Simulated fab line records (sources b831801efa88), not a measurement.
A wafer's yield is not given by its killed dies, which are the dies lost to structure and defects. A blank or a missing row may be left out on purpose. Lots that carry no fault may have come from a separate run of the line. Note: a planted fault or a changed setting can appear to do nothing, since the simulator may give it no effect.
Which tool is to blame? || flow sky130 || 36 wafers sampled from 12 lots at 1 step of a route of 708

== WHAT THE GAUGES READ, wafer by wafer ==
SKY_NWELL_RS_MEAS_29: the measuring method here is four-point-probe.
{"lot": "L075", "measured": "day 5 17:14", "on": "filmMetro-01", "NWELL_RS (ohm/sq)": "625.3 625.1 624.8"}
{"lot": "L077", "measured": "day 6 04:55", "on": "filmMetro-01", "NWELL_RS (ohm/sq)": "625.5 625.5 625.1"}
{"lot": "L079", "measured": "day 6 15:55", "on": "filmMetro-03", "NWELL_RS (ohm/sq)": "624.1 623.3 624.7"}
{"lot": "L081", "measured": "day 7 00:04", "on": "filmMetro-03", "NWELL_RS (ohm/sq)": "626.9 626.0 626.3"}
{"lot": "L083", "measured": "day 7 15:35", "on": "filmMetro-02", "NWELL_RS (ohm/sq)": "626.5 627.7 625.9"}
{"lot": "L085", "measured": "day 8 09:06", "on": "filmMetro-02", "NWELL_RS (ohm/sq)": "624.6 625.0 625.6"}
{"lot": "L087", "measured": "day 8 21:04", "on": "filmMetro-01", "NWELL_RS (ohm/sq)": "623.7 620.9 623.3"}
{"lot": "L089", "measured": "day 9 07:38", "on": "filmMetro-01", "NWELL_RS (ohm/sq)": "624.8 625.1 625.7"}
{"lot": "L091", "measured": "day 9 17:47", "on": "filmMetro-02", "NWELL_RS (ohm/sq)": "624.8 623.4 621.8"}
{"lot": "L093", "measured": "day 10 03:37", "on": "filmMetro-01", "NWELL_RS (ohm/sq)": "625.9 626.0 623.2"}
{"lot": "L095", "measured": "day 10 13:38", "on": "filmMetro-01", "NWELL_RS (ohm/sq)": "624.4 624.8 628.0"}
{"lot": "L097", "measured": "day 11 02:43", "on": "filmMetro-01", "NWELL_RS (ohm/sq)": "623.1 625.4 623.7"}

== WHICH TOOL RAN EACH LOT (tool, then ch and the chambers of the sampled wafers, then the start) ==
Before these readings, the record contains no process step.

== THE ANSWER, worked out from the rows above alone ==
Rule: usual is defined by the lots themselves. Put in order of their means at a reading, lots are off if they are a third of the lots or fewer, leave a main group of 4 or more, and stand apart from it by a gap of 3 or more times the standard deviation of the main group's means; of several such gaps the widest counts. A main group is skipped when, at the precision printed for the reading in the tables above, its means are all equal. Also off: a lot with no number at a reading for which 4 or more lots have one. Where the step has rows for the other lots, those lots are counted as sound.
No lot is off on any of the readings shown, so nothing can be concluded from this.

== WHAT THE SIMULATOR PUT IN ==
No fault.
